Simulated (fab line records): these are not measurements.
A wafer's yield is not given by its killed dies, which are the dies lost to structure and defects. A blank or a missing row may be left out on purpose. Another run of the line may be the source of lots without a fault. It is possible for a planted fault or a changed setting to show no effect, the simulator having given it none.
Code-filled problem report in 8D (eight disciplines) form + flow gf180mcu + the parts of the form that need people (team, actions taken, sign-off) are left out

== 1. THE PROBLEM ==
tilt-deg at GF_MVSD_IMPLANT_09 reads a mean of 6.516 degrees on 6 wafers of 2 lots; wafers without a fault read -0.003 degrees with a standard deviation of 0.018. That is +99 or more standard deviations from the usual mean.
First seen on wafer L744.1, day 8 01:30, on implanter-03. The record holds 39 wafers of 13 lots with a number at this step. Rule for "out", or "out of limits": more than 4 standard deviations from the usual mean. All remaining wafers that have a number are taken as sound.

== 2. WHAT THIS IS AND IS NOT ==
| question                    | is                     | is not                                                                                                   |
|-----------------------------|------------------------|----------------------------------------------------------------------------------------------------------|
| which readings at this step | tilt-deg               | beam-energy-keV                                                                                          |
| which lots                  | L744, L747             | L731, L732, L737, L741, L746, L749, L750, L751, L752, L753, L754                                         |
| which wafers of those lots  | all that have a number | -                                                                                                        |
| read on which tools         | implanter-03           | implanter-02, implanter-04                                                                               |
| when                        | from day 8 01:30       | up to then (12 sound wafers); but 21 sound wafers of L746, L749, L750, L751, L752, L753, L754 came after |

== 3. WHAT RULES OUT EACH SUSPECT ==
Counting: a tool at any process step up to the reading remains a suspect when it ran all the lots that are out and ran no sound lot after the first of those.
- implanter-03 at GF_MVSD_IMPLANT_09: kept. All lots that are out passed through it, beginning with L744 at day 8 01:30, and no sound lot followed; its final sound lot before that point was L737 at day 5 21:53. Out on those wafers are its own readings of tilt-deg.
Left after counting: implanter-03 at GF_MVSD_IMPLANT_09.

== 4. THE CAUSE (what the simulator had put in) ==
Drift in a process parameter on implanter-03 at GF_MVSD_IMPLANT_09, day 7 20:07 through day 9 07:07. A move of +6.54 in setting tilt-deg, from 0. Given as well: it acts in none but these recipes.
The count eliminated every tool but this one.

== 5. THE CHAIN OF EFFECTS, in route order ==
Rows list readings where the struck wafers' mean (over those with a number) sits beyond 3 standard deviations from the usual. Only readings whose record carries a usual standard deviation are examined. hours: median over the lots of the time between each lot's start at the first step of this table that gives one and its start at this step. sigmas: the change, counted in usual standard deviations.
| hours | step               | reading  | usual          | on struck wafers | change | sigmas      |
|-------|--------------------|----------|----------------|------------------|--------|-------------|
| 0     | GF_MVSD_IMPLANT_09 | tilt-deg | -0.003 degrees | 6.516            | +6.519 | +99 or more |
It contains these process steps:
- GF_MVSD_IMPLANT_09
Later measuring or inspecting steps at which every struck wafer that the step has a row for has a number for every such reading, and none has moved that far: GF_MVSD_TW_MEAS_11.

== 6. WHAT WOULD HAVE CAUGHT IT SOONER ==
5 hours passed between the start of the fault at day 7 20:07 and the first reading out of limits in this record, taken at day 8 01:30.
